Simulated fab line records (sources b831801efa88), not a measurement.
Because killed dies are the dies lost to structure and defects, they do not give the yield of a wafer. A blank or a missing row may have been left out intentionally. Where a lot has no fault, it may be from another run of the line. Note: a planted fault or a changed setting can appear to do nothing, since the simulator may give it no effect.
Struck lot and sound lot, side by side    flow sky130    44 steps out of a route of 708
Sound: wafers L996.2, L996.3, L996.5. The struck wafers were L109.1, L109.2, L109.3. At the end, the cause is stated.
For every step that has rows: the tool of each side, followed by ch and its chambers, followed by its first start. Under that, the readings that differ: sound wafers    struck wafers    difference of the means    sigmas: that difference in standard deviations of wafers without a fault.
alike: same words and numbers on both sides, and readings whose means sit less than 2 such deviations apart. not compared: any withheld reading, any reading some wafer has no value for, any bound like >300 that may hide the same value, and any number with overlapping values for which the record gives no deviation.
A row with sigmas, a row that says differs or no value, or rows on one side alone: a step with any of these is where the two part. Numbers that have no deviation but don't overlap get no sigmas and don't part them. A reading missing from all wafers of one side parts the sides only when that side holds two or more wafers.

first, 2 steps without rows for these wafers: SKY_DNWELL_DEVELOP_06 (develop time 60 s); SKY_DNWELL_IMPLANT_07.
SKY_DNWELL_STRIP_08: strips in O2/N2.
  sound on plasma_asher-04 ch 0,1, day 3 23:10; struck on plasma_asher-03 ch 0,1, day 6 20:08
  alike: drypump_motor_current_A, oes_product_au, strip_time_to_endpoint_s
  not compared: rf_hours_counter_h
SKY_DNWELL_TW_MEAS_09:
  sound on film_metro-02 at day 3 23:17; struck on film_metro-04 at day 6 20:14
reading    sound           struck          difference  sigmas
DNWELL_TW  1093 1091 1089  1118 1111 1116  +24         +2
then, 7 steps without rows for these wafers: SKY_PWDE_DEHYDRATE_00 (time 60 s); SKY_PWDE_HMDS_01 (prime time 60 s); SKY_PWDE_COAT_02 (resist thk 3000 nm); SKY_PWDE_SOFTBAKE_03; SKY_PWDE_EXPOSE_04 (exposes mask PWDEM, target cd 840 nm); SKY_PWDE_PEB_05; SKY_PWDE_DEVELOP_06 (develop time 60 s).
SKY_PWDE_OVL_MEAS_07:
  sound on overlay-01 at day 4 16:17; struck on overlay-02 at day 7 16:19
  alike: PWDE_OVL
SKY_PWDE_IMPLANT_08:
  sound on implanter-02 ch 0, day 4 16:20; struck on implanter-04 ch 0, day 7 16:21
reading             sound                        struck                         difference  sigmas
dose_ions_cm2       3.6e+12 3.602e+12 3.601e+12  2.492e+12 2.498e+12 2.498e+12  -1.105e+12  -99 or more
faraday_current_uA  20.7 20.6 20.4               14.4 14.2 13.8                 -6.4        -16
SKY_PWDE_STRIP_09: strips in O2/N2.
  sound on plasma_asher-04 ch 1, day 4 16:28; struck on plasma_asher-03 ch 0,1, day 7 16:30
  alike: drypump_motor_current_A, oes_product_au, strip_time_to_endpoint_s
  not compared: rf_hours_counter_h
SKY_PWDE_TW_MEAS_10:
  sound on film_metro-02 at day 4 16:34; struck on film_metro-02 at day 7 16:36
reading  sound              struck             difference  sigmas
PWDE_TW  369.3 368.2 368.1  327.5 329.3 330.9  -39.3       -15
then, 7 steps without rows for these wafers: SKY_NWELL_DEHYDRATE_03 (time 60 s); SKY_NWELL_HMDS_04 (prime time 60 s); SKY_NWELL_COAT_05 (resist thk 3000 nm); SKY_NWELL_SOFTBAKE_06; SKY_NWELL_EXPOSE_07 (exposes mask NWM, target cd 840 nm); SKY_NWELL_PEB_08; SKY_NWELL_DEVELOP_09 (develop time 60 s).
SKY_NWELL_OVL_MEAS_10:
  sound on overlay-02 at day 5 10:29; struck on overlay-02 at day 8 13:05
  alike: NWELL_00_OVL
then, 3 steps without rows for these wafers: SKY_NWELL_IMPLANT_11; SKY_NWELL_IMPLANT_12; SKY_NWELL_IMPLANT_13.
SKY_NWELL_STRIP_14: strips in O2/N2.
  sound on plasma_asher-02 ch 0,1, day 5 10:58; struck on plasma_asher-02 ch 0,1, day 8 13:34
reading                       sound              struck             difference  sigmas
strip_time_to_endpoint_s (s)  37.11 37.14 37.12  36.92 36.85 36.87  -0.24       -2
  alike: drypump_motor_current_A, oes_product_au
  not compared: rf_hours_counter_h
SKY_NWELL_TW_MEAS_15:
  sound on film_metro-02 at day 5 11:05; struck on film_metro-02 at day 8 13:40
  alike: NWELL_TW
then, 7 steps without rows for these wafers: SKY_NWELL_DEHYDRATE_16 (time 60 s); SKY_NWELL_HMDS_17 (prime time 60 s); SKY_NWELL_COAT_18 (resist thk 3000 nm); SKY_NWELL_SOFTBAKE_19; SKY_NWELL_EXPOSE_20 (exposes mask NWM COMPLEMENT, target cd 840 nm); SKY_NWELL_PEB_21; SKY_NWELL_DEVELOP_22 (develop time 60 s).
SKY_NWELL_OVL_MEAS_23:
  sound on overlay-01 at day 6 05:52; struck on overlay-01 at day 9 10:35
  alike: NWELL_01_OVL
then, 1 step without rows for these wafers: SKY_NWELL_IMPLANT_24.
SKY_NWELL_STRIP_25: strips in O2/N2.
  sound on plasma_asher-04 ch 1, day 6 06:03; struck on plasma_asher-02 ch 0,1, day 9 10:46
reading                       sound              struck             difference  sigmas
strip_time_to_endpoint_s (s)  37.06 37.01 37.07  36.90 36.81 36.71  -0.24       -3
  alike: drypump_motor_current_A, oes_product_au
  not compared: rf_hours_counter_h
SKY_NWELL_TW_MEAS_26:
  sound on film_metro-01 at day 6 06:10; struck on film_metro-02 at day 9 10:52
  alike: NWELL_2_TW
then, 1 step without rows for these wafers: SKY_NWELL_CLEAN_27 (cleans in SC1/SC2, time 150 s).
SKY_NWELL_RTA_28: time 30 s.
  sound on rtp_anneal-02 ch 0, day 6 06:17; struck on rtp_anneal-01 ch 0, day 9 10:59
  alike: chamber_o2_ppm, lamp_power_pct, wafer_temp_C_max
SKY_NWELL_RS_MEAS_29: measurement is done with a four-point probe.
  sound on film_metro-04 at day 6 06:23; struck on film_metro-02 at day 9 11:05
  alike: NWELL_RS
SKY_NWELL_RS_MEAS_31: measurement is done with a four-point probe.
  sound on film_metro-04 at day 6 06:37; struck on film_metro-02 at day 9 11:19
reading           sound           struck          difference  sigmas
PWDE_RS (ohm/sq)  5285 5282 5280  7072 7121 7081  +1809       +90
-- the record jumps here: 40 days lie between the struck wafers' starts before and after (it left off in module NWELL and takes up again in module PAD_OPEN, whose first step shown is number 708 of the route) --
SKY_PAD_OPEN_PROBE_99:
  sound on prober-01 at day 47 02:29; struck on prober-02 at day 49 23:08
reading                                    sound                          struck                        difference  sigmas
model.etest.res_p_drift_20v.line_ohm_um    1.133e+04 1.211e+04 1.154e+04  1.585e+04 1.666e+04 1.62e+04  +4.577e+03  
model.etest.res_p_drift_20v.rs_ohm_sq      9502 1.018e+04 9583            1.34e+04 1.386e+04 1.367e+04  +3.89e+03   
model.etest.res_pwde_under_gate.rs_ohm_sq  6104 6128 6108                 8680 8758 8625                +2574       
  alike: killed_at_M0_to_M3, killed_at_M4_up, killed_at_contacts, killed_at_front_end, killed_at_other, killed_dies, killed_open, killed_short

## WHERE THEY PART
Earliest at SKY_DNWELL_TW_MEAS_09; latest, in this record, at SKY_NWELL_RS_MEAS_31. Later steps at which nothing parts them and some readings are alike: SKY_PAD_OPEN_PROBE_99.

WHY: what had been put in by the simulator
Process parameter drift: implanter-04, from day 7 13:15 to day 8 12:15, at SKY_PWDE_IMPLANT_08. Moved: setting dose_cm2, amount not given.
